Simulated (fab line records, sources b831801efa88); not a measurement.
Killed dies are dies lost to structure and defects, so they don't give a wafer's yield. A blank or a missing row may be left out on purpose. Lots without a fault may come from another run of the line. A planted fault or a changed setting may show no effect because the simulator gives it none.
Problem report in the 8D (eight disciplines) form, filled by code | flow sfq_line | the parts of the form that need people (team, actions taken, sign-off) are left out

1. THE PROBLEM
M8_AU_RS at SFQ_M8_RS_MEAS_949 reads a mean of 0.1812 ohm/sq on 3 wafers of 2 lots; wafers without a fault read 0.1536 ohm/sq with a standard deviation of 0.0015. That is +18 standard deviations from the usual mean.
The step: measures by four-point-probe.
First seen on wafer L917.3, day 85 19:06, on film_metro-04. The record holds 42 wafers of 14 lots with a number at this step. Rule for "out", or "out of limits": more than 4 standard deviations from the usual mean. The other wafers with a number count as sound.

2. WHAT IT IS AND WHAT IT IS NOT
question                    | is                     | is not
which readings at this step | M8_AU_RS               | -
which lots                  | L917, L919             | L905, L906, L907, L908, L909, L910, L912, L918, L922, L924, L926, L928
which wafers of those lots  | L917.3, L919.3, L919.4 | L917.2, L917.5, L919.6
read on which gauges        | film_metro-04          | film_metro-02, film_metro-03
when                        | from day 85 19:06      | up to then (23 sound wafers); but 16 sound wafers of L918, L919, L922, L924, L926, L928 came after

3. SUSPECTS, AND WHAT RULES EACH OUT
Counting: a tool at a process step up to the reading stays a suspect if it ran every lot that is out. Sound lots after the first of them don't rule it out here, since some wafers of a struck lot are sound.
- the gauge at SFQ_M8_RS_MEAS_949: kept. All the wafers that are out were read on film_metro-04, and no step on other tools shows them out.
- pvd_sputter-02 at SFQ_TRILAYER_M8_DEP_EVAP_196 (material Au, target thk 180 nm, time 900 s): kept. It ran every lot that is out, first L917 (day 85 18:34); its last sound lot up to then is L909 (day 84 14:58).
Left after counting: pvd_sputter-02 at SFQ_TRILAYER_M8_DEP_EVAP_196, film_metro-04 at SFQ_M8_RS_MEAS_949.

4. THE CAUSE (what the simulator had put in)
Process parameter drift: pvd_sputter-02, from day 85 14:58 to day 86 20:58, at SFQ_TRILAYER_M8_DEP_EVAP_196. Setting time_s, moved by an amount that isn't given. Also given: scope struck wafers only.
Counting left 2 suspects, and this tool is among them.

5. THE CHAIN OF EFFECTS, in route order
Each row: a reading whose mean over the struck wafers that have a number lies more than 3 standard deviations from the usual. Only readings for which the record gives a usual standard deviation are gone through. hours: the time from each lot's start at the first step in this table that gives one to its start at this step, as a median over the lots. sigmas: the change in usual standard deviations.
hours | step                | reading   | usual         | on struck wafers | change  | sigmas
0     | SFQ_M8_RS_MEAS_949  | M8_AU_RS  | 0.1536 ohm/sq | 0.1812           | +0.0276 | +18
0     | SFQ_M8_THK_MEAS_950 | M8_AU_THK | 180.0 nm      | 154.4            | -25.6   | -9.8

6. WHAT WOULD HAVE CAUGHT IT SOONER
In this record the first reading out of limits at a measuring or inspecting step was taken at day 85 19:06, 4 hours after the fault began at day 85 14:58.
Of the lots that are out (2), L919 began SFQ_TRILAYER_M8_DEP_EVAP_196 on pvd_sputter-02 after day 85 19:06. A hold on the tool at that time would have spared it.
